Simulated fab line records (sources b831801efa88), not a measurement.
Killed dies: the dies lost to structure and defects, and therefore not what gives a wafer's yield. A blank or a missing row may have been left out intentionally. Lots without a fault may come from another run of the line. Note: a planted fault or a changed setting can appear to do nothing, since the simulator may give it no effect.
What tool caused it? | flow gf180mcu | Sampling: 15 lots, 42 wafers, 4 of 602 route steps

## WHAT THE GAUGES READ, wafer by wafer
GF_HV_LDD_TW_MEAS_23. Usual: HV_LDD_2_TW gives 1066 (standard deviation 4.8).
lot  | measured     | on            | HV_LDD_2_TW    | flag
L755 | day 10 17:50 | film metro-04 | 1065 1063 1059 |
L756 | day 11 01:15 | film metro-03 | 1069 1076 1068 |
L757 | day 11 10:44 | film metro-04 | 1066 1062 1064 |
L758 | day 11 15:22 | film metro-04 | 1066 1062 1068 |
L761 | day 12 18:49 | film metro-03 | 1065 996       | OFF
L762 | day 12 22:06 | film metro-02 | 1069 1005      | OFF
L767 | day 14 12:06 | film metro-02 | 1073 1006      | OFF
L768 | day 15 02:45 | film metro-04 | 1060 1061 1061 |
L770 | day 15 16:52 | film metro-02 | 1068 1066 1066 |
L771 | day 15 20:37 | film metro-02 | 1069 1071 1074 |
L774 | day 17 05:26 | film metro-04 | 1062 1066 1071 |
L775 | day 17 09:05 | film metro-04 | 1066 1066 1063 |
L777 | day 17 15:22 | film metro-04 | 1065 1068 1070 |
L776 | day 17 16:45 | film metro-03 | 1076 1076 1073 |
L778 | day 18 03:58 | film metro-03 | 1057 1064 1067 |

GF_HV_LDD_THK_MEAS_57. Usual: HV_LDD_CVD_56_THK gives 89.7 nm (standard deviation 0.87).
lot  | measured     | on            | HV_LDD_CVD_56_THK (nm) | flag
L755 | day 12 10:40 | film metro-02 | 89.8 90.3 89.6         |
L756 | day 12 19:00 | film metro-03 | 89.8 90.6 90.0         |
L757 | day 13 05:30 | film metro-04 | 89.4 89.4 90.1         |
L758 | day 13 09:42 | film metro-02 | 88.8 88.1 88.6         |
L761 | day 14 13:51 | film metro-02 | 88.7 88.8              |
L762 | day 14 17:20 | film metro-04 | 88.9 88.3              |
L767 | day 16 10:31 | film metro-04 | 91.8 90.8              |
L768 | day 17 02:55 | film metro-02 | 90.4 90.7 89.8         |
L770 | day 17 16:57 | film metro-02 | 90.0 89.7 89.6         |
L771 | day 17 20:48 | film metro-02 | 90.1 90.2 89.5         |
L774 | day 19 09:38 | film metro-03 | 91.4 90.6 90.9         |
L775 | day 19 12:40 | film metro-02 | 90.1 89.8 88.6         |
L777 | day 19 19:55 | film metro-02 | 90.3 89.2 89.8         |
L776 | day 19 21:13 | film metro-02 | 89.3 89.1 89.6         |
L778 | day 20 09:21 | film metro-03 | 91.0 91.1 91.6         |

GF_PSD_CD_MEAS_07 targets a cd of 400 nm. Usual: cd nm 400.0 nm, standard deviation 1.8.
lot  | measured     | on        | cd nm (nm)        | flag
L755 | day 14 02:02 | cd sem-01 | 399.8 397.7 398.4 |
L756 | day 14 10:59 | cd sem-01 | 399.5 401.6 400.1 |
L757 | day 14 22:17 | cd sem-01 | 398.7 399.7 399.2 |
L758 | day 15 01:41 | cd sem-01 | 400.3 400.3 401.0 |
L761 | day 16 07:55 | cd sem-01 | 399.8 399.7       |
L762 | day 16 12:13 | cd sem-02 | 400.9 399.0       |
L767 | day 18 09:07 | cd sem-01 | 400.5 401.4       |
L768 | day 19 03:05 | cd sem-02 | 402.5 402.8 402.4 |
L770 | day 19 17:58 | cd sem-01 | 405.2 404.9 403.1 |
L771 | day 19 20:56 | cd sem-01 | 398.7 397.4 399.3 |
L774 | day 21 10:29 | cd sem-01 | 400.9 397.7 396.8 |
L775 | day 21 13:51 | cd sem-02 | 402.3 400.4 400.8 |
L777 | day 21 20:38 | cd sem-01 | 399.0 399.9 400.8 |
L776 | day 21 20:56 | cd sem-01 | 402.1 402.0 402.5 |
L778 | day 22 09:32 | cd sem-01 | 399.7 398.1 397.8 |

## WHICH TOOL RAN EACH LOT (tool, then ch and the chambers of the sampled wafers, then the start)
lot  | GF_HV_LDD_IMPLANT_21
L755 | implanter-03 ch 0, day 10 17:36
L756 | implanter-04 ch 0, day 11 01:02
L757 | implanter-04 ch 0, day 11 10:29
L758 | implanter-01 ch 0, day 11 15:07
L761 | implanter-01 ch 0, day 12 18:34
L762 | implanter-01 ch 0, day 12 21:54
L767 | implanter-01 ch 0, day 14 11:53
L768 | implanter-03 ch 0, day 15 02:30
L770 | implanter-03 ch 0, day 15 16:37
L771 | implanter-03 ch 0, day 15 20:22
L774 | implanter-03 ch 0, day 17 05:11
L775 | implanter-03 ch 0, day 17 08:51
L777 | implanter-01 ch 0, day 17 15:07
L776 | implanter-03 ch 0, day 17 16:32
L778 | implanter-03 ch 0, day 18 03:43
- GF_HV_LDD_IMPLANT_21

## AS READ BY THE TOOLS THEMSELVES (means over the sampled wafers that have a number; for cases with no such wafer, the mark the record gives instead)
GF_HV_LDD_IMPLANT_21. Usual: beam on s 10.00 s, standard deviation 0.2; faraday current uA 282, standard deviation 5.5.
lot  | tool         | beam on s (s) | faraday current uA | flag
L755 | implanter-03 | 10.14         | 278                |
L756 | implanter-04 | 9.93          | 284                |
L757 | implanter-04 | 9.87          | 286                |
L758 | implanter-01 | 9.93          | 284                |
L761 | implanter-01 | 9.07          | 314                | OFF
L762 | implanter-01 | 8.94          | 318                | OFF
L767 | implanter-01 | 9.28          | 308                | OFF
L768 | implanter-03 | 10.03         | 282                |
L770 | implanter-03 | 10.11         | 279                |
L771 | implanter-03 | 9.80          | 288                |
L774 | implanter-03 | 9.91          | 284                |
L775 | implanter-03 | 10.11         | 278                |
L777 | implanter-01 | 10.13         | 278                |
L776 | implanter-03 | 10.15         | 278                |
L778 | implanter-03 | 9.93          | 283                |

## THE ANSWER, worked out from the rows above alone
Rule: a lot counts as off when the mean over its wafers that have a number is more than 3 standard deviations away from the usual mean. A lot without any number at a reading at which 4 lots or more have one is off too. The other lots that the step has rows for count as sound. After the gauges, taken in route order, come the tools' own readings; for these a lot's mean is taken, as printed above. The first step at which some lot is off is used, and at that step the reading that is off furthest; a lot without a number counts as furthest.
Off: L761, L762, L767, at GF_HV_LDD_TW_MEAS_23 (HV_LDD_2_TW).
If a tool, at a process step before that reading, ran all the lots that are off and no sound lot after the first of them, it fits. Not tried: the gauges at GF_HV_LDD_TW_MEAS_23; whatever is off there is also off at GF_HV_LDD_IMPLANT_21, on other tools, and gauge error can't account for it. Not one of the candidates tried fits.

## WHAT THE SIMULATOR PUT IN
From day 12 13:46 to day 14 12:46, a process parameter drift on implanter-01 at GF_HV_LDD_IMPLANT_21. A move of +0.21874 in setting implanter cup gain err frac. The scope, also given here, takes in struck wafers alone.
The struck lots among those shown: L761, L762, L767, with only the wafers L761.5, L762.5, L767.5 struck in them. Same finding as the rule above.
